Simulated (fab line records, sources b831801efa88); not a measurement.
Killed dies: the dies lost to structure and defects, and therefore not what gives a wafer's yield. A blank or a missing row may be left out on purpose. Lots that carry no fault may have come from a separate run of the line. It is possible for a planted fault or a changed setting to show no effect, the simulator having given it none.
Problem report, 8D (eight disciplines) form, completed by code / flow gf180mcu / the parts of the form that need people (team, actions taken, sign-off) are left out

== 1. THE PROBLEM ==
STI_CVD_23_THK at GF_STI_THK_MEAS_24 reads a mean of 1091 nm on 2 wafers of 1 lot; wafers without a fault read 651 nm with a standard deviation of 5.8. That is +76 standard deviations from the usual mean.
First observed at day 6 00:52: wafer L480.4, on film-metro-02. At this step, 36 wafers from 12 lots have a number in the record. By rule, "out" or "out of limits" means more than 4 standard deviations away from the usual mean. The other wafers with a number count as sound.

== 2. WHAT THIS IS AND IS NOT ==
question=which readings at this step; is=STI_CVD_23_THK; is not=-
question=which lots; is=L480; is not=L464, L465, L466, L467, L469, L470, L471, L472, L474, L475, L476
question=which wafers of those lots; is=L480.4, L480.5; is not=L480.6
question=read on which gauges; is=film-metro-02; is not=film-metro-03, film-metro-04
question=when; is=from day 6 00:52; is not=up to then (34 sound wafers)

== 3. SUSPECTS, AND WHAT RULES EACH OUT ==
Counting: a tool at a process step up to the reading stays a suspect if it ran every lot that is out. Sound lots after the first of them don't rule it out here, since some wafers of a struck lot are sound.
- the gauge at GF_STI_THK_MEAS_24 has been ruled out. All the wafers that are out were read on film-metro-02, but those of them that GF_STI_CMP_25 has rows for are out there too, on other tools.
- hdpcvd-01 at GF_STI_CVD_23 (deposits SiO2, target thk 650 nm, time 108.3 s): kept. It ran the lot that is out, L480 (day 6 00:47); its last sound lot up to then is L476 (day 4 23:01).
After counting, what remains is hdpcvd-01 at GF_STI_CVD_23.

== 4. THE CAUSE (what the simulator had put in) ==
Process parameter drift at GF_STI_CVD_23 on hdpcvd-01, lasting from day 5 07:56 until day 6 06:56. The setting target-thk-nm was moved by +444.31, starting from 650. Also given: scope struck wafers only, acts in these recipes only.
Counting left only this tool.

== 5. THE EFFECT CHAIN, in route order ==
Each row: a reading where the mean over the struck wafers with a number is more than 3 standard deviations away from the usual. Scope: only readings with a usual standard deviation given in the record; hours: median across lots of the time from each lot's start at the first step in this table that gives one to its start at this step; sigmas: change in usual standard deviations.
hours=0; step=GF_STI_THK_MEAS_24; reading=STI_CVD_23_THK; usual=651 nm; on struck wafers=1091; change=+440; sigmas=+76
hours=0; step=GF_STI_CMP_25; reading=time-to-endpoint-s; usual=124 s; on struck wafers=204; change=+80; sigmas=+22
Its process steps:
- GF_STI_CMP_25: polishes, stops on Si3N4, t overpolish 33 s, target thk 524.6 nm.
Later steps that measure or inspect, where all struck wafers having a row at the step show a number for every such reading and not one has moved that far: GF_STI_THK_MEAS_30.

== 6. WHAT WOULD HAVE CAUGHT IT SOONER ==
The first out-of-limits reading at a measuring or inspecting step in this record came at day 6 00:52, 17 hours after the fault's start at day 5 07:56.
By day 6 00:52, every lot that is out (1) had started GF_STI_CVD_23 on hdpcvd-01. A hold on the tool at that time would have spared none of them.
